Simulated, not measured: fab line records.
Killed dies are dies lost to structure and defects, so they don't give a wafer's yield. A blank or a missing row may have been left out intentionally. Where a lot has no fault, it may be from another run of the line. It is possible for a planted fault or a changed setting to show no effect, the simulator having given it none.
The same fault as seen by 2 desks | flow gf180mcu | every desk sees just its own numbers, and what lay behind them comes last

## METROLOGY DESK
What the gauges read, lot by lot, whatever tool the lot ran on: means of the sampled wafers that have a number. If a lot's mean is further than 4 standard deviations from the usual mean, the lot is out of limits and carries the mark OUT (the distance appears in the brackets).
Columns: A = V3_CVD_00_THK at GF_V3_THK_MEAS_01, usual 599 nm; B = V3_CVD_02_THK at GF_V3_THK_MEAS_03, usual 855 nm; C = cd_nm at GF_V3_CD_MEAS_14, usual 259.7 nm
lot  | first seen here | A   | B              | C
L459 | day 22 13:32    | 598 | 859            | 260.6
L460 | day 23 00:22    | 601 | 850            | 260.6
L461 | day 23 01:35    | 604 | 852            | 259.3
L462 | day 23 04:59    | 598 | 859            | 259.5
L463 | day 23 17:04    | 597 | 862            | 260.6
L464 | day 24 07:05    | 611 | 863            | 259.0
L465 | day 24 08:04    | 596 | 867            | 259.9
L466 | day 24 15:35    | 611 | 843            | 261.5
L474 | day 27 06:12    | 602 | 903 (+4.0) OUT | 258.8
L475 | day 27 10:31    | 594 | 854            | 260.1
L476 | day 27 21:05    | 600 | 894            | 258.6
L478 | day 28 05:59    | 594 | 835            | 258.3
L480 | day 28 19:57    | 583 | 853            | 261.5
This desk reports L474 out of limits; the earliest was L474 at day 27 06:20 (V3_CVD_02_THK at GF_V3_THK_MEAS_03). Within limits: L459, L460, L461, L462, L463, L464, L465, L466, L475, L476, L478, L480.

## DESK OF THE TOOL OWNER: pecvd-02
The tool's own readings at GF_V3_CVD_02 (deposits SiO2 from TEOS, target thk 850 nm, time 94.851 s): means of the sampled wafers that have a number, for each lot that ran on this tool. If a lot's mean is further than 4 standard deviations from the usual mean, the lot is out of limits and carries the mark OUT (the distance appears in the brackets).
Columns: A = heater_power_w at GF_V3_CVD_02, usual 688 W; B = rf_fwd_power_W at GF_V3_CVD_02, usual 596.2 W
lot  | first seen here | A   | B
L459 | day 22 13:35    | 617 | 597.0
L462 | day 23 05:02    | 613 | 596.3
L464 | day 24 07:08    | 604 | 596.9
L474 | day 27 06:16    | 603 | 692.1 (+48) OUT
L476 | day 27 21:09    | 562 | 693.2 (+48) OUT
This desk's finding: out of limits on L474, L476; first on L474, day 27 06:16 (rf_fwd_power_W at GF_V3_CVD_02). Within limits: L459, L462, L464.

## BROUGHT TOGETHER
The tool owner's desk could have raised an alarm at day 27 06:16, on L474, L476.
Metrology desk: alarm possible at day 27 06:20 on L474.
The metrology desk holds a record of L476, inside its limits.
All the named lots went through GF_V3_CVD_02 on pecvd-02.

## WHAT WAS PUT IN BY THE SIMULATOR
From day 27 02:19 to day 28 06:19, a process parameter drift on pecvd-02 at GF_V3_CVD_02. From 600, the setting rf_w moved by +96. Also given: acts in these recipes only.
Shown lots that were struck: L474, L476.
Counting hours from when the fault started, the first reading out of limits came at 4 for the tool owner's desk and at 4 for the metrology desk.
